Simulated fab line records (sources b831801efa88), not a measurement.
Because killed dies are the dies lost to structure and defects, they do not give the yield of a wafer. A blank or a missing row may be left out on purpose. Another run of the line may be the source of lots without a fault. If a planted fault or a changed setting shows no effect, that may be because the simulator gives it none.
Which of the tools did it? | flow gf180mcu | 36 wafers from 12 lots sampled at 4 of the route's 602 steps

## WHAT THE GAUGES SHOWED, per wafer
GF_PSD_OVL_MEAS_08.
lot  | measured     | on         | PSD_OVL (nm)
L668 | day 14 17:55 | overlay-01 | 2.4 0.8 1.2
L669 | day 15 05:05 | overlay-01 | -0.5 1.7 0.6
L670 | day 15 14:04 | overlay-02 | 0.4 -1.1 1.5
L672 | day 16 09:20 | overlay-02 | -1.8 -0.8 -1.6
L680 | day 19 00:16 | overlay-01 | -0.9 -0.4 -1.8
L681 | day 19 13:06 | overlay-02 | 0.7 -0.8 1.5
L684 | day 20 11:25 | overlay-01 | 2.2 3.0 0.8
L685 | day 20 18:37 | overlay-02 | 1.0 -1.1 1.3
L686 | day 21 02:19 | overlay-02 | 0.4 0.4 -0.5
L688 | day 21 20:41 | overlay-02 | -1.6 0.8 1.7
L689 | day 22 04:16 | overlay-01 | 2.0 0.7 2.9
L690 | day 22 09:06 | overlay-02 | 1.5 1.6 0.3

GF_CONTACT_THK_MEAS_01.
lot  | measured     | on           | CONTACT_CVD_00_THK (nm)
L668 | day 15 17:10 | filmMetro-03 | 303 303 304
L669 | day 16 04:11 | filmMetro-03 | 300 303 300
L670 | day 16 13:09 | filmMetro-04 | 305 304 305
L672 | day 17 09:42 | filmMetro-03 | 304 303 309
L680 | day 20 02:28 | filmMetro-01 | 262 259 258
L681 | day 20 15:10 | filmMetro-04 | 257 257 256
L684 | day 21 13:16 | filmMetro-01 | 300 302 302
L685 | day 21 21:25 | filmMetro-01 | 301 301 300
L686 | day 22 03:44 | filmMetro-03 | 301 299 299
L688 | day 22 21:33 | filmMetro-03 | 303 301 302
L689 | day 23 05:16 | filmMetro-04 | 297 300 296
L690 | day 23 10:26 | filmMetro-01 | 301 301 302

## EACH LOT AND THE TOOL THAT RAN IT (in order: tool; ch and the chambers of the sampled wafers; start)
lot  | GF_SALICIDE_RTA_08              | GF_CONTACT_CVD_00
L668 | rtpAnneal-02 ch 0, day 15 17:00 | hdpcvd-01 ch 0,1, day 15 17:05
L669 | rtpAnneal-01 ch 0, day 16 04:03 | hdpcvd-01 ch 1,2, day 16 04:07
L670 | rtpAnneal-01 ch 0, day 16 12:59 | hdpcvd-01 ch 1,2, day 16 13:04
L672 | rtpAnneal-01 ch 0, day 17 09:33 | hdpcvd-01 ch 0,1, day 17 09:39
L680 | rtpAnneal-02 ch 0, day 20 02:19 | hdpcvd-01 ch 0,1,2, day 20 02:25
L681 | rtpAnneal-01 ch 0, day 20 15:01 | hdpcvd-01 ch 0,1, day 20 15:07
L684 | rtpAnneal-01 ch 0, day 21 13:08 | hdpcvd-02 ch 0,2, day 21 13:14
L685 | rtpAnneal-02 ch 0, day 21 21:17 | hdpcvd-02 ch 0,1,2, day 21 21:22
L686 | rtpAnneal-01 ch 0, day 22 03:35 | hdpcvd-02 ch 1,2, day 22 03:40
L688 | rtpAnneal-02 ch 0, day 22 21:25 | hdpcvd-02 ch 0,1,2, day 22 21:31
L689 | rtpAnneal-02 ch 0, day 23 05:07 | hdpcvd-02 ch 0,1,2, day 23 05:13
L690 | rtpAnneal-02 ch 0, day 23 10:18 | hdpcvd-02 ch 1,2, day 23 10:24
- GF_SALICIDE_RTA_08: time 30 s.
- GF_CONTACT_CVD_00: deposits SiO2, target thk 300 nm, time 50 s.

## WHAT THE TOOLS THEMSELVES READ (means of the sampled wafers that have a number; where no wafer has one, the mark that the record gives instead)
GF_SALICIDE_RTA_08.
lot  | tool         | lampPowerPct (%) | wafer_temp_C_max
L668 | rtpAnneal-02 | 16.0             | 805.2
L669 | rtpAnneal-01 | 14.0             | 805.0
L670 | rtpAnneal-01 | 14.0             | 805.3
L672 | rtpAnneal-01 | 14.1             | 806.4
L680 | rtpAnneal-02 | 16.0             | 804.8
L681 | rtpAnneal-01 | 14.0             | 804.6
L684 | rtpAnneal-01 | 14.1             | 805.6
L685 | rtpAnneal-02 | 16.0             | 803.9
L686 | rtpAnneal-01 | 14.1             | 805.3
L688 | rtpAnneal-02 | 16.0             | 804.9
L689 | rtpAnneal-02 | 16.0             | 804.3
L690 | rtpAnneal-02 | 16.0             | 805.7

GF_CONTACT_CVD_00.
lot  | tool      | sih4FlowSccm (sccm)
L668 | hdpcvd-01 | 60.16
L669 | hdpcvd-01 | 59.95
L670 | hdpcvd-01 | 60.10
L672 | hdpcvd-01 | 59.84
L680 | hdpcvd-01 | 50.93
L681 | hdpcvd-01 | 50.96
L684 | hdpcvd-02 | 60.02
L685 | hdpcvd-02 | 60.08
L686 | hdpcvd-02 | 59.94
L688 | hdpcvd-02 | 59.94
L689 | hdpcvd-02 | 59.96
L690 | hdpcvd-02 | 60.27

## THE ANSWER, worked out from the rows above alone
Rule: the lots themselves supply what counts as usual. The widest of any qualifying gaps counts: lots, ordered by their means at a reading, are off when they make up no more than a third of the lots, leave a main group of 4 or more, and stand apart from it by 3 or more times the standard deviation of that group's means. If all means in a main group match to the digits the tables above print for the reading, that group is not used. Also off: a lot with no number at a reading for which 4 or more lots have one. Where the step has rows for the other lots, those lots are counted as sound. After the gauges, taken in route order, come the tools' own readings; for these a lot's mean is taken, as printed above. The first step at which some lot is off is used, and at that step the reading that is off furthest; a lot without a number counts as furthest.
Off: L680, L681, at GF_CONTACT_THK_MEAS_01 (CONTACT_CVD_00_THK). Mean 302 nm and standard deviation 2.2 in the main group.
A tool fits if, at a process step before that reading, it ran every lot that is off, and no sound lot after the first of them. Not tried: the gauges at GF_CONTACT_THK_MEAS_01; whatever is off there is also off at GF_CONTACT_CVD_00, on other tools, and gauge error can't account for it. One fits: GF_CONTACT_CVD_00 on hdpcvd-01. A fault onset in the window from L672 (day 17 09:39, its last sound lot) to L680 (day 20 02:25, its first lot off) fits.
The tool's own readings at GF_CONTACT_CVD_00 bear it out: on the lots that are off they differ by more than 5 times the standard deviation of the sound lots' means. sih4FlowSccm reads 50.95 sccm there against 60.03 sccm on the sound lots.

## WHAT THE SIMULATOR HAD PUT IN
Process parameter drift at GF_CONTACT_CVD_00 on hdpcvd-01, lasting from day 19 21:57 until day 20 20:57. A move of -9 in setting sih4FlowSccm, from 60. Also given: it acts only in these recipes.
Struck lots among those shown: L680, L681. The rule given above showed the same thing.
